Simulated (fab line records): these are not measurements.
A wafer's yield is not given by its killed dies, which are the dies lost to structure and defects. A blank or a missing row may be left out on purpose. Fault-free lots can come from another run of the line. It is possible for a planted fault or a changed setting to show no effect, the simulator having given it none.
Struck lot and sound lot, side by side	flow sfq line	24 steps out of a route of 325
Sound: the wafers L270.1, L270.4, L270.5. The struck wafers were L264.2, L264.3, L264.5. The cause comes at the end.
Each step with rows lists, per side, the tool, then ch with its chambers, then its first start. Under that, the readings that differ: sound wafers	struck wafers	difference of the means	sigmas: that difference in standard deviations of wafers without a fault.
alike: a reading whose means differ by less than 2 such deviations, as well as words and numbers matching on both sides. not compared: withheld readings; readings where some wafer has no value; bounds like >300 that might hide an equal value; numbers whose values overlap and for which the record gives no deviation.
A row with sigmas, a row that says differs or no value, or rows on one side alone: a step with any of these is where the two part. Numbers that don't overlap but have no deviation are shown without sigmas and don't part them. A reading missing from all wafers of one side parts the sides only when that side holds two or more wafers.

first, 1 step without rows for these wafers: SFQ_TRILAYER_M0_STRIP_SOLV_CLEAN_026 (cleans in NMP, time 600 s).
SFQ_TRILAYER_I0_DEP_PECVD_027: deposits SiO2 from SiH4/N2O, time 111.11 s, target thk 500 nm.
  sound on pecvd-02 ch 0,1, day 17 19:16; struck on pecvd-02 ch 0,2, day 15 17:00
  alike: chamber pressure Torr, heater power outer w, heater power w, throttle valve pct
SFQ_TRILAYER_I0_CMP_CMP_028: polishes SiO2.
  sound on cmp-02 ch 0,2,3, day 17 20:20; struck on cmp-02 ch 0,1,3, day 15 17:40
  alike: edge zone pressure frac, motor current A, time to endpoint s
SFQ_I0_BOW_MEAS_907:
  struck on film metro-03, day 15 20:41; sound on film metro-04, day 17 22:20
  alike: I0_BOW
SFQ_TRILAYER_I0_METRO_MEASURE_029:
  struck on film metro-03, day 15 20:59; sound on film metro-04, day 17 22:28
reading	sound	struck	difference	sigmas
thk nm (nm)	202.6 201.7 201.2	199.0 199.7 199.7	-2.4	-2
then, 6 steps without rows for these wafers: SFQ_TRILAYER_I0_VIA_LITHO_COAT_036 (resist thk 62 nm); SFQ_TRILAYER_I0_VIA_LITHO_COAT_031 (resist thk 650 nm); SFQ_TRILAYER_I0_VIA_LITHO_SOFTBAKE_035; SFQ_TRILAYER_I0_VIA_LITHO_EXPOSE_032 (exposes mask I0, target cd 500 nm); SFQ_TRILAYER_I0_VIA_LITHO_PEB_034 (peb time 60 s); SFQ_TRILAYER_I0_VIA_LITHO_DEVELOP_033 (time 60 s).
SFQ_I0_OVL_MEAS_908:
  struck on overlay-01, day 16 00:15; sound on overlay-01, day 24 11:23
  alike: I0_OVL
SFQ_TRILAYER_I0_VIA_BARC_OPEN_VIA_ETCH_046: etches BARC in O2, target depth 125 nm, time 41.7 s.
  sound on rie diel-04 ch 0,1, day 24 11:26; struck on rie diel-04 ch 0,1,3, day 16 00:17
  no value came back on the struck wafers for bias w (W), chamber pressure mTorr (mTorr), drypump motor current A (A), oes product au (a.u.); on the sound wafers bias w (W) reads 79.80 80.19 79.54
reading	sound	struck	difference	sigmas
model.KrF_of_TRILAYER_I0_VIA_LITHO_COAT_031.thk nm (nm)	572.6 572 571.2	624.8 624.6 624.2	+52.6	
  not compared: rf hours counter h
SFQ_TRILAYER_I0_VIA_ETCH_VIA_ETCH_034: etches SiO2 in CHF3, stops on Nb, target depth 260 nm.
  sound on rie diel-04 ch 0,1, day 24 11:28; struck on rie diel-04 ch 0,1,3, day 16 00:19
reading	sound	struck	difference	sigmas
oes product au (a.u.)	0.866 0.852 0.866	0.381 0.377 0.383	-0.481	-91
model.KrF_of_TRILAYER_I0_VIA_LITHO_COAT_031.thk nm (nm)	527.4 526.9 526.2	580.5 580.3 579.4	+53.2	
  alike: bias w, chamber pressure mTorr, drypump motor current A
SFQ_TRILAYER_I0_VIA_STRIP_STRIP_035: strips in O2.
  sound on rie metal-04 ch 1, day 24 11:35; struck on rie metal-04 ch 1, day 16 00:26
  alike: drypump motor current A, oes product au
  not compared: rf hours counter h
then, 2 steps without rows for these wafers: SFQ_TRILAYER_I0_VIA_STRIP_SOLV_CLEAN_036 (cleans in NMP, time 600 s); SFQ_TRILAYER_M1_DEP_PRE_CLEAN_038 (time 22.5 s).
SFQ_TRILAYER_M1_DEP_SPUTTER_037: material Nb, target thk 200 nm, time 133.3 s.
  struck on pvd sputter-03, day 16 01:14; sound on pvd sputter-05, day 24 13:10
  alike: throttle valve pct
SFQ_M1_RS_MEAS_909: uses a four-point probe to measure.
  struck on film metro-02, day 16 01:21; sound on film metro-01, day 24 13:15
  alike: M1_NB_RS
then, 3 steps without rows for these wafers: SFQ_TRILAYER_M1_LITHO_COAT_044 (resist thk 62 nm); SFQ_TRILAYER_M1_LITHO_COAT_039 (resist thk 600 nm); SFQ_TRILAYER_M1_LITHO_SOFTBAKE_043.
-- the record jumps here: 6 days lie between the struck wafers' starts before and after --
SFQ_TRILAYER_M1_LITHO_EXPOSE_040: exposes mask M1, target cd 500 nm.
  struck on krf scanner-01, day 22 12:43; sound on krf scanner-02 ch 0, day 30 22:26
  no value came back on the struck wafers for exposure dose mJ cm2, focus offset nm (nm), na; on the sound wafers exposure dose mJ cm2 reads 14.395 14.420 14.380
  alike: mask
then, 1 step without rows for these wafers: SFQ_TRILAYER_M1_LITHO_PEB_042 (peb time 60 s).

WHERE THEY PART
Last at SFQ_TRILAYER_M1_LITHO_EXPOSE_040 as far as this record goes, first at SFQ_TRILAYER_I0_METRO_MEASURE_029.

WHY: the cause the simulator had injected
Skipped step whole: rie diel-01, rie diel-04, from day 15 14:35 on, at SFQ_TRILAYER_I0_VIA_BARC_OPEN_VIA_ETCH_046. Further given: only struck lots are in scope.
